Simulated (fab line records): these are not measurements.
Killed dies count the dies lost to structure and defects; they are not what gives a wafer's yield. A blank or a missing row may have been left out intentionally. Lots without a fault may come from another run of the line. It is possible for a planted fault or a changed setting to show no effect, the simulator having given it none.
Which of the tools did it?    flow sky130    18 wafers from 6 lots sampled at 4 of the route's 708 steps

== WHAT THE GAUGES READ, wafer by wafer ==
SKY_SD_N_TW_MEAS_12.
lot   measured      on             SD_N_TW
L489  day 27 23:22  film_metro-02  3960 3962 3981
L499  day 31 08:08  film_metro-02  30 30 30
L505  day 33 01:23  film_metro-02  3985 3989 3973
L507  day 33 11:33  film_metro-01  3981 3977 3984
L509  day 34 15:25  film_metro-02  3989 3995 3983
L512  day 35 10:37  film_metro-01  3996 3991 4009

== TOOL THAT RAN EACH LOT (tool first, then ch and the chambers of the sampled wafers, then the start) ==
lot   SKY_LDD_LDN_STRIP_12                  SKY_RES_XHIGH_STRIP_08                SKY_SD_N_STRIP_11
L489  plasma_asher-01 ch 1, day 22 17:57    plasma_asher-03 ch 0,1, day 26 12:56  plasma_asher-01 ch 0,1, day 27 23:16
L499  plasma_asher-03 ch 0,1, day 26 10:59  plasma_asher-01 ch 0,1, day 30 04:26  plasma_asher-03 ch 0,1, day 31 08:03
L505  plasma_asher-03 ch 0, day 28 06:30    plasma_asher-04 ch 0, day 31 21:48    plasma_asher-02 ch 0,1, day 33 01:16
L507  plasma_asher-01 ch 1, day 28 21:22    plasma_asher-04 ch 0,1, day 32 08:27  plasma_asher-01 ch 0,1, day 33 11:27
L509  plasma_asher-01 ch 0,1, day 29 23:58  plasma_asher-03 ch 0,1, day 33 12:03  plasma_asher-03 ch 0,1, day 34 15:19
L512  plasma_asher-01 ch 0,1, day 30 23:04  plasma_asher-04 ch 0,1, day 34 08:59  plasma_asher-02 ch 0,1, day 35 10:30
- SKY_LDD_LDN_STRIP_12: strips in O2/N2.
- SKY_RES_XHIGH_STRIP_08: strips in O2/N2.
- SKY_SD_N_STRIP_11: strips in O2/N2.

== THE ANSWER, worked out from the rows above alone ==
Rule: what is usual is taken from the lots themselves. The widest of any qualifying gaps counts: lots, ordered by their means at a reading, are off when they make up no more than a third of the lots, leave a main group of 4 or more, and stand apart from it by 3 or more times the standard deviation of that group's means. The tables above print the reading to a certain number of digits; a main group whose means all agree to those digits is not used. A lot without any number at a reading at which 4 lots or more have one is off too. Where the step has rows for the other lots, those lots are counted as sound.
Off: L499, seen at SKY_SD_N_TW_MEAS_12 (SD_N_TW). The main group has a mean of 3984 with a standard deviation of 10.
If a tool, at a process step before that reading, ran all the lots that are off and no sound lot after the first of them, it fits. Those tools and the gauges at SKY_SD_N_TW_MEAS_12 are tried in the same way. One fits: SKY_RES_XHIGH_STRIP_08 on plasma_asher-01. It ran no sound lot before its first lot that is off in this sample, so the start can't be narrowed down.

== WHAT THE SIMULATOR PUT IN ==
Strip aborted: plasma_asher-01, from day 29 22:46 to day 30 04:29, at SKY_RES_XHIGH_STRIP_08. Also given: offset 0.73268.
Struck lots among those shown: L499. This agrees with what the rule above found.
